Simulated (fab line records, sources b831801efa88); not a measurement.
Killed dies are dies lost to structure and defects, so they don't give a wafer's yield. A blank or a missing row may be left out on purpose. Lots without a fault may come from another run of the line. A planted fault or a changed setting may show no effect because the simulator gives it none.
Which tool did it? | flow sky130 | 24 lots, 72 wafers sampled, at 6 steps of a route of 708

WHAT THE GAUGES READ, wafer by wafer
SKY_LDD_P_OVL_MEAS_08. Usual: LDD_P_OVL -0.3 nm, standard deviation 1.8.
lot  | measured     | on         | LDD_P_OVL (nm) | flag
L074 | day 18 15:20 | overlay-01 | -1.3 -1.8 -2.8 |
L075 | day 19 04:28 | overlay-02 | 2.6 4.1 3.3    |
L076 | day 21 05:25 | overlay-02 | -2.4 -3.5 -2.9 |
L077 | day 21 05:26 | overlay-01 | 1.6 1.8 0.5    |
L078 | day 21 06:25 | overlay-02 | 1.2 1.1 1.5    |
L080 | day 21 15:34 | overlay-02 | -2.2 -2.6 -2.3 |
L079 | day 21 15:41 | overlay-01 | 1.4 1.4 -0.5   |
L082 | day 21 19:34 | overlay-02 | -0.8 -1.2 -0.7 |
L081 | day 21 20:51 | overlay-01 | -1.4 -1.7 -2.8 |
L084 | day 22 09:17 | overlay-02 | -1.5 -1.5 -0.7 |
L083 | day 22 16:43 | overlay-01 | 0.6 0.1 0.9    |
L085 | day 22 22:18 | overlay-02 | -2.0 -2.1 -4.0 |
L086 | day 23 05:22 | overlay-02 | -1.1 -0.5 -0.4 |
L087 | day 23 15:10 | overlay-02 | 1.9 0.6 2.0    |
L088 | day 23 18:25 | overlay-01 | 0.7 1.7 -0.3   |
L089 | day 24 05:43 | overlay-02 | 2.7 1.3 2.0    |
L090 | day 24 18:07 | overlay-01 | 0.8 2.8 1.7    |
L091 | day 24 23:54 | overlay-02 | -1.1 -0.9 -1.7 |
L092 | day 25 11:07 | overlay-02 | -2.1 -3.5 -1.3 |
L093 | day 25 21:14 | overlay-01 | -2.8 -4.2 -2.7 |
L094 | day 26 01:52 | overlay-02 | 1.5 -1.1 -0.4  |
L095 | day 26 06:07 | overlay-02 | -1.2 -0.9 0.3  |
L096 | day 26 20:08 | overlay-01 | -1.1 -0.3 -2.3 |
L097 | day 27 00:29 | overlay-01 | -0.5 0.4 0.4   |

SKY_SD_P_CD_MEAS_07: target cd 380 nm. Usual: cd_nm 380.1 nm, standard deviation 2.3.
lot  | measured     | on        | cd_nm (nm)        | flag
L074 | day 25 03:29 | cd_sem-01 | 377.8 377.2 374.8 |
L075 | day 25 14:00 | cd_sem-02 | 379.9 379.0 378.9 |
L076 | day 27 10:37 | cd_sem-01 | 382.7 381.7 380.0 |
L077 | day 27 15:25 | cd_sem-01 | 381.4 382.9 378.0 |
L078 | day 27 15:04 | cd_sem-01 | 382.5 380.7 381.8 |
L080 | day 27 21:58 | cd_sem-02 | 381.4 381.6 381.6 |
L079 | day 27 23:35 | cd_sem-01 | 380.1 379.9 379.9 |
L082 | day 28 06:55 | cd_sem-02 | 379.0 376.0 378.7 |
L081 | day 28 07:58 | cd_sem-01 | 379.3 380.0 377.7 |
L084 | day 28 17:25 | cd_sem-02 | 382.1 379.7 380.6 |
L083 | day 28 22:46 | cd_sem-01 | 381.2 377.8 380.4 |
L085 | day 29 02:47 | cd_sem-01 | 378.6 379.7 378.5 |
L086 | day 29 08:16 | cd_sem-02 | 377.6 377.5 376.8 |
L087 | day 29 16:13 | cd_sem-01 | 378.2 377.7 379.0 |
L088 | day 29 20:40 | cd_sem-02 | 386.7 384.1 385.8 |
L089 | day 30 07:13 | cd_sem-01 | 379.4 379.3 379.1 |
L090 | day 30 18:28 | cd_sem-02 | 381.0 381.9 385.2 |
L091 | day 30 22:38 | cd_sem-02 | 376.4 379.2 377.4 |
L092 | day 31 12:28 | cd_sem-01 | 379.8 382.4 379.9 |
L093 | day 31 20:41 | cd_sem-02 | 381.6 384.0 381.3 |
L094 | day 31 23:03 | cd_sem-01 | 382.7 381.5 382.0 |
L095 | day 32 04:37 | cd_sem-02 | 382.2 382.1 382.3 |
L096 | day 32 18:41 | cd_sem-02 | 378.3 379.6 379.0 |
L097 | day 32 20:12 | cd_sem-02 | 378.6 381.9 378.9 |

SKY_METAL2_RS_MEAS_05: measures by four-point-probe. Usual: METAL2_ALCU_RS 0.1273 ohm/sq, standard deviation 0.0012.
lot  | measured     | on            | METAL2_ALCU_RS (ohm/sq) | flag
L074 | day 33 16:07 | film_metro-01 | 0.1264 0.1264 0.1270    |
L075 | day 34 02:24 | film_metro-01 | 0.1260 0.1244 0.1264    |
L076 | day 35 20:09 | film_metro-03 | 0.1275 0.1274 0.1270    |
L077 | day 35 22:00 | film_metro-01 | 0.1262 0.1259 0.1260    |
L078 | day 35 20:30 | film_metro-02 | 0.1265 0.1266 0.1253    |
L080 | day 36 05:40 | film_metro-03 | 0.1278 0.1279 0.1270    |
L079 | day 36 07:14 | film_metro-03 | 0.1271 0.1279 0.1277    |
L082 | day 36 13:57 | film_metro-01 | 0.1266 0.1261 0.1271    |
L081 | day 36 16:22 | film_metro-03 | 0.1298 0.1290 0.1265    |
L084 | day 36 23:08 | film_metro-01 | 0.1298 0.1291 0.1294    |
L083 | day 37 04:00 | film_metro-02 | 0.1280 0.1261 0.1275    |
L085 | day 37 07:52 | film_metro-03 | 0.1277 0.1286 0.1275    |
L086 | day 37 11:59 | film_metro-01 | 0.1273 0.1276 0.1270    |
L087 | day 38 00:22 | film_metro-01 | 0.1283 0.1275 0.1284    |
L088 | day 38 01:00 | film_metro-01 | 0.1258 0.1275 0.1274    |
L089 | day 38 12:45 | film_metro-02 | 0.1297 0.1297 0.1300    |
L090 | day 38 21:26 | film_metro-01 | 0.1266 0.1271 0.1266    |
L091 | day 39 01:36 | film_metro-03 | 0.1297 0.1275 0.1271    |
L092 | day 39 13:35 | film_metro-02 | 0.1272 0.1269 0.1277    |
L093 | day 39 20:56 | film_metro-02 | 0.1272 0.1262 0.1257    |
L094 | day 40 00:48 | film_metro-02 | 0.1275 0.1271 0.1272    |
L095 | day 40 04:08 | film_metro-02 | 0.1290 0.1276 0.1281    |
L096 | day 40 17:52 | film_metro-02 | 0.1259 0.1267 0.1277    |
L097 | day 40 19:11 | film_metro-03 | 0.1256 0.1264 0.1265    |

WHICH TOOL RAN EACH LOT (tool, then ch and the chambers of the sampled wafers, then the start)
lot  | SKY_LI_CONTACT_CMP_24         | SKY_METAL2_SPUTTER_00        | SKY_METAL2_SPUTTER_02
L074 | cmp-01 ch 0,2,3, day 28 21:35 | pvd_sputter-03, day 33 15:56 | pvd_sputter-03, day 33 15:59
L075 | cmp-02 ch 0,1,2, day 29 06:25 | pvd_sputter-03, day 34 02:16 | pvd_sputter-03, day 34 02:19
L076 | cmp-02 ch 0,3, day 30 23:44   | pvd_sputter-01, day 35 20:01 | pvd_sputter-01, day 35 20:04
L077 | cmp-01 ch 0,1,2, day 31 04:46 | pvd_sputter-01, day 35 21:52 | pvd_sputter-01, day 35 21:55
L078 | cmp-02 ch 0,2,3, day 31 04:16 | pvd_sputter-03, day 35 20:22 | pvd_sputter-03, day 35 20:25
L080 | cmp-01 ch 0,1, day 31 12:41   | pvd_sputter-02, day 36 05:31 | pvd_sputter-02, day 36 05:34
L079 | cmp-01 ch 0,2, day 31 13:56   | pvd_sputter-03, day 36 07:04 | pvd_sputter-03, day 36 07:07
L082 | cmp-02 ch 0,1, day 31 22:04   | pvd_sputter-01, day 36 13:47 | pvd_sputter-01, day 36 13:50
L081 | cmp-01 ch 0,2,3, day 31 22:28 | pvd_sputter-03, day 36 16:11 | pvd_sputter-03, day 36 16:14
L084 | cmp-02 ch 0,2,3, day 32 06:13 | pvd_sputter-03, day 36 22:59 | pvd_sputter-03, day 36 23:02
L083 | cmp-01 ch 0,1,2, day 32 11:49 | pvd_sputter-03, day 37 03:52 | pvd_sputter-03, day 37 03:55
L085 | cmp-01 ch 2,3, day 32 15:41   | pvd_sputter-01, day 37 07:41 | pvd_sputter-01, day 37 07:43
L086 | cmp-01 ch 1,2,3, day 32 20:11 | pvd_sputter-03, day 37 11:50 | pvd_sputter-03, day 37 11:53
L087 | cmp-01 ch 1,2, day 33 08:10   | pvd_sputter-03, day 38 00:13 | pvd_sputter-03, day 38 00:16
L088 | cmp-02 ch 0,2,3, day 33 08:46 | pvd_sputter-01, day 38 00:52 | pvd_sputter-01, day 38 00:55
L089 | cmp-01 ch 0,1, day 33 19:49   | pvd_sputter-03, day 38 12:35 | pvd_sputter-03, day 38 12:38
L090 | cmp-02 ch 1,3, day 34 06:10   | pvd_sputter-01, day 38 21:16 | pvd_sputter-01, day 38 21:19
L091 | cmp-01 ch 0,2, day 34 10:16   | pvd_sputter-03, day 39 01:25 | pvd_sputter-03, day 39 01:28
L092 | cmp-02 ch 0,1,2, day 35 00:10 | pvd_sputter-03, day 39 13:25 | pvd_sputter-03, day 39 13:28
L093 | cmp-02 ch 1,3, day 35 08:13   | pvd_sputter-02, day 39 20:48 | pvd_sputter-02, day 39 20:51
L094 | cmp-01 ch 0,2, day 35 10:26   | pvd_sputter-03, day 40 00:40 | pvd_sputter-03, day 40 00:43
L095 | cmp-02 ch 0,1,3, day 35 15:35 | pvd_sputter-03, day 40 04:00 | pvd_sputter-03, day 40 04:03
L096 | cmp-02 ch 0,1, day 36 05:32   | pvd_sputter-01, day 40 17:41 | pvd_sputter-01, day 40 17:44
L097 | cmp-01 ch 1,2,3, day 36 06:13 | pvd_sputter-02, day 40 19:03 | pvd_sputter-02, day 40 19:06
- SKY_LI_CONTACT_CMP_24: polishes, stops on PSG, t overpolish 20 s, target thk 0 nm.
- SKY_METAL2_SPUTTER_00: material Ti, target thk 15 nm, time 10 s.
- SKY_METAL2_SPUTTER_02: material AlCu, target thk 250 nm, time 13.3 s.

WHAT THE TOOLS THEMSELVES READ (means of the sampled wafers that have a number; where no wafer has one, the mark that the record gives instead)
SKY_LI_CONTACT_CMP_24. Usual: motor_current_A 10.7 A, standard deviation 1.4; overpolish_run_s 20.000 s, standard deviation 0.0085; retaining_ring_pressure_frac 1.001, standard deviation 0.0051; time_to_endpoint_s 97 s, standard deviation 4.9.
lot  | tool   | motor_current_A (A) | overpolish_run_s (s) | retaining_ring_pressure_frac | time_to_endpoint_s (s) | flag
L074 | cmp-01 | 10.9                | 20.005               | 0.999                        | 97                     |
L075 | cmp-02 | 11.4                | 19.994               | 1.000                        | 106                    |
L076 | cmp-02 | 9.5                 | 20.002               | 1.004                        | 95                     |
L077 | cmp-01 | 10.7                | 20.001               | 1.000                        | 93                     |
L078 | cmp-02 | 10.5                | 20.000               | 1.002                        | 97                     |
L080 | cmp-01 | 9.7                 | 19.994               | 1.003                        | 90                     |
L079 | cmp-01 | 10.2                | 20.008               | 1.000                        | 92                     |
L082 | cmp-02 | 10.2                | 19.999               | 0.998                        | 99                     |
L081 | cmp-01 | 10.2                | 19.998               | 1.003                        | 98                     |
L084 | cmp-02 | 10.4                | 20.003               | 0.998                        | 96                     |
L083 | cmp-01 | 10.8                | 20.006               | 0.999                        | 92                     |
L085 | cmp-01 | 12.0                | 19.997               | 1.004                        | 98                     |
L086 | cmp-01 | 10.8                | 20.001               | 1.006                        | 100                    |
L087 | cmp-01 | 11.7                | 19.995               | 1.002                        | 94                     |
L088 | cmp-02 | 10.8                | 20.003               | 0.996                        | 96                     |
L089 | cmp-01 | 9.5                 | 19.995               | 1.002                        | 94                     |
L090 | cmp-02 | 11.1                | 19.997               | 0.998                        | 102                    |
L091 | cmp-01 | 11.8                | 19.991               | 0.998                        | 94                     |
L092 | cmp-02 | 11.3                | 19.995               | 1.006                        | 100                    |
L093 | cmp-02 | 11.0                | 20.003               | 0.998                        | 100                    |
L094 | cmp-01 | 10.2                | 19.994               | 1.004                        | 93                     |
L095 | cmp-02 | 10.3                | 19.995               | 1.006                        | 100                    |
L096 | cmp-02 | 10.3                | 19.997               | 1.001                        | 98                     |
L097 | cmp-01 | 11.0                | 19.993               | 1.000                        | 97                     |

SKY_METAL2_SPUTTER_00. Usual: chamber_pressure_pa 0.4000 Pa, standard deviation 0.00077; throttle_valve_pct 30.1 %, standard deviation 1.2.
lot  | tool           | chamber_pressure_pa (Pa) | throttle_valve_pct (%) | flag
L074 | pvd_sputter-03 | 0.4002                   | 30.2                   |
L075 | pvd_sputter-03 | 0.4000                   | 30.3                   |
L076 | pvd_sputter-01 | 0.3997                   | 30.9                   |
L077 | pvd_sputter-01 | 0.3997                   | 31.3                   |
L078 | pvd_sputter-03 | 0.4003                   | 30.1                   |
L080 | pvd_sputter-02 | 0.3999                   | 26.8                   |
L079 | pvd_sputter-03 | 0.3996                   | 30.6                   |
L082 | pvd_sputter-01 | 0.3996                   | 31.0                   |
L081 | pvd_sputter-03 | 0.3998                   | 29.9                   |
L084 | pvd_sputter-03 | 0.4004                   | 30.2                   |
L083 | pvd_sputter-03 | 0.4008                   | 30.1                   |
L085 | pvd_sputter-01 | 0.4001                   | 31.1                   |
L086 | pvd_sputter-03 | 0.4008                   | 30.2                   |
L087 | pvd_sputter-03 | 0.4000                   | 30.0                   |
L088 | pvd_sputter-01 | 0.3998                   | 30.3                   |
L089 | pvd_sputter-03 | 0.4004                   | 29.7                   |
L090 | pvd_sputter-01 | 0.4002                   | 30.5                   |
L091 | pvd_sputter-03 | 0.4000                   | 30.1                   |
L092 | pvd_sputter-03 | 0.3999                   | 29.9                   |
L093 | pvd_sputter-02 | 0.3998                   | 28.3                   |
L094 | pvd_sputter-03 | 0.4002                   | 30.5                   |
L095 | pvd_sputter-03 | 0.3997                   | 29.8                   |
L096 | pvd_sputter-01 | 0.3995                   | 31.2                   |
L097 | pvd_sputter-02 | 0.3998                   | 28.8                   |

SKY_METAL2_SPUTTER_02. Usual: chamber_pressure_pa 0.3999 Pa, standard deviation 0.00073; throttle_valve_pct 30.1 %, standard deviation 1.2.
lot  | tool           | chamber_pressure_pa (Pa) | throttle_valve_pct (%) | flag
L074 | pvd_sputter-03 | 0.4001                   | 30.1                   |
L075 | pvd_sputter-03 | 0.3994                   | 30.2                   |
L076 | pvd_sputter-01 | 0.3995                   | 30.8                   |
L077 | pvd_sputter-01 | 0.3990                   | 31.2                   |
L078 | pvd_sputter-03 | 0.3996                   | 30.1                   |
L080 | pvd_sputter-02 | 0.3995                   | 27.0                   |
L079 | pvd_sputter-03 | 0.3997                   | 30.6                   |
L082 | pvd_sputter-01 | 0.4007                   | 31.1                   |
L081 | pvd_sputter-03 | 0.4003                   | 29.9                   |
L084 | pvd_sputter-03 | 0.3997                   | 30.2                   |
L083 | pvd_sputter-03 | 0.3996                   | 30.1                   |
L085 | pvd_sputter-01 | 0.3990                   | 31.1                   |
L086 | pvd_sputter-03 | 0.3999                   | 30.1                   |
L087 | pvd_sputter-03 | 0.3999                   | 30.0                   |
L088 | pvd_sputter-01 | 0.4003                   | 30.2                   |
L089 | pvd_sputter-03 | 0.4002                   | 29.8                   |
L090 | pvd_sputter-01 | 0.3997                   | 30.5                   |
L091 | pvd_sputter-03 | 0.4002                   | 30.2                   |
L092 | pvd_sputter-03 | 0.4001                   | 30.1                   |
L093 | pvd_sputter-02 | 0.3998                   | 28.3                   |
L094 | pvd_sputter-03 | 0.4002                   | 30.6                   |
L095 | pvd_sputter-03 | 0.3999                   | 29.8                   |
L096 | pvd_sputter-01 | 0.3996                   | 31.3                   |
L097 | pvd_sputter-02 | 0.4009                   | 28.8                   |

THE ANSWER, worked out from the rows above alone
Rule: a lot is off if the mean of its wafers that have a number lies more than 3 standard deviations from the usual mean. A lot without any number at a reading at which 4 lots or more have one is off too. The other lots that the step has rows for count as sound. The gauges are gone through in route order, then the tools' own readings, and for those a lot's mean is taken as printed above. The first step at which some lot is off is used, and at that step the reading that is off furthest; a lot without a number counts as furthest.
No lot is off at any reading shown: from this, nothing can be told.

WHAT THE SIMULATOR HAD PUT IN
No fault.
